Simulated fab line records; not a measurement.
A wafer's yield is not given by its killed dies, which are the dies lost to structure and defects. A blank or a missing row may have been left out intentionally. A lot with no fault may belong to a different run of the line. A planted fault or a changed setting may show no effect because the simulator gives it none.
Which tool did it? + flow gf180mcu + 18 wafers sampled from 6 lots at 1 step of a route of 602

== WHAT EACH GAUGE READ, for each wafer ==
GF_V4_BOW_MEAS_05.
| lot  | measured     | on           | V4_BOW (um) |
|------|--------------|--------------|-------------|
| L385 | day 24 14:36 | filmMetro-02 | 147 140 133 |
| L387 | day 25 02:40 | filmMetro-02 | 130 140 134 |
| L390 | day 26 09:58 | filmMetro-03 | 129 128 129 |
| L399 | day 29 04:12 | filmMetro-01 | 119 135 125 |
| L401 | day 29 12:13 | filmMetro-03 | 127 129 132 |
| L404 | day 30 10:32 | filmMetro-01 | 130 133 134 |

== TOOL THAT RAN EACH LOT (tool first, then ch and the chambers of the sampled wafers, then the start) ==
No process step before these readings appears in the record.

== THE ANSWER, worked out from the rows above alone ==
Rule: the usual values come from the lots themselves. The widest of any qualifying gaps counts: lots, ordered by their means at a reading, are off when they make up no more than a third of the lots, leave a main group of 4 or more, and stand apart from it by 3 or more times the standard deviation of that group's means. The tables above print the reading to a certain number of digits; a main group whose means all agree to those digits is not used. A lot without any number at a reading at which 4 lots or more have one is off too. All remaining lots with rows at the step are treated as sound.
No lot is off on any of the readings shown, so nothing can be concluded from this.

== WHAT THE SIMULATOR HAD INSERTED ==
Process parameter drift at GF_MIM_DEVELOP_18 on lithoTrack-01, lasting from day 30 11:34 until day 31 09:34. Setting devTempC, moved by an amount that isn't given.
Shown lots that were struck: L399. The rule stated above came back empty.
